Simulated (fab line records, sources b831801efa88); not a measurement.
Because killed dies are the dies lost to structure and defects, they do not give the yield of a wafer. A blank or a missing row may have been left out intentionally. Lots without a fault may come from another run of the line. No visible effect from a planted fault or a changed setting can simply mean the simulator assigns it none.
Problem report, 8D (eight disciplines) form, completed by code ; flow gf180mcu ; the parts of the form that need people (team, actions taken, sign-off) are left out

== 1. WHAT IS WRONG ==
chamber pressure pa at GF_M1_SPUTTER_04 reads a mean of 0.3148 Pa on 6 wafers of 2 lots; wafers without a fault read 0.3999 Pa with a standard deviation of 0.00075. That is -99 or more standard deviations from the usual mean.
The step: material TiN, target thk 50 nm, time 41.7 s.
First observed at day 19 00:55: wafer L215.2, on pvd sputter-04. Wafers with a number at this step in the record: 39, from 13 lots. Rule for "out", or "out of limits": more than 4 standard deviations from the usual mean. All remaining wafers that have a number are taken as sound.

== 2. WHAT IT IS, WHAT IT ISN'T ==
question;is;is not
which readings at this step;chamber pressure pa;cathode dc power W
which lots;L215, L219;L209, L210, L211, L212, L213, L214, L226, L229, L230, L231, L232
which wafers of those lots;all that have a number;-
read on which tools;pvd sputter-04;pvd sputter-01, pvd sputter-02
when;from day 19 00:55;"up to then (18 sound wafers); but 15 sound wafers of L226, L229, L230, L231, L232 came after"

== 3. WHAT RULES OUT EACH SUSPECT ==
Counting: a tool at a process step up to the reading stays a suspect if it ran every lot that is out and no sound lot after the first of them.
- pvd sputter-04 at GF_M1_SPUTTER_04 (material TiN, target thk 50 nm, time 41.7 s): ruled out as a lasting fault. The sound lots L229, L231, L232 went through it after L215, its earliest lot that is out (day 19 00:55).
Left after counting: nothing in the record.

== 4. THE CAUSE (what the simulator had put in) ==
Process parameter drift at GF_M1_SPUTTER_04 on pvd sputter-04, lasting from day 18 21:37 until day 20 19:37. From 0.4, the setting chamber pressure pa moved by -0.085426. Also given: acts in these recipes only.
Counting ruled it out, wrongly.

== 5. THE CHAIN OF EFFECTS, in route order ==
Rows list readings where the struck wafers' mean (over those with a number) sits beyond 3 standard deviations from the usual. Readings are gone through only where the record gives a usual standard deviation; hours: the median, over the lots, of the time from a lot's start at the first step in this table giving one to that lot's start at this step; sigmas: the change measured in usual standard deviations.
hours;step;reading;usual;on struck wafers;change;sigmas
0;GF_M1_SPUTTER_04;chamber pressure pa;0.3999 Pa;0.3148;-0.0851;-99 or more
The process steps in it:
- GF_M1_SPUTTER_04: material TiN, target thk 50 nm, time 41.7 s.

== 6. HOW IT WOULD HAVE BEEN CAUGHT EARLIER ==
The fault began at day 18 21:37; the first out-of-limits reading in this record came at day 19 00:55, 3 hours later.
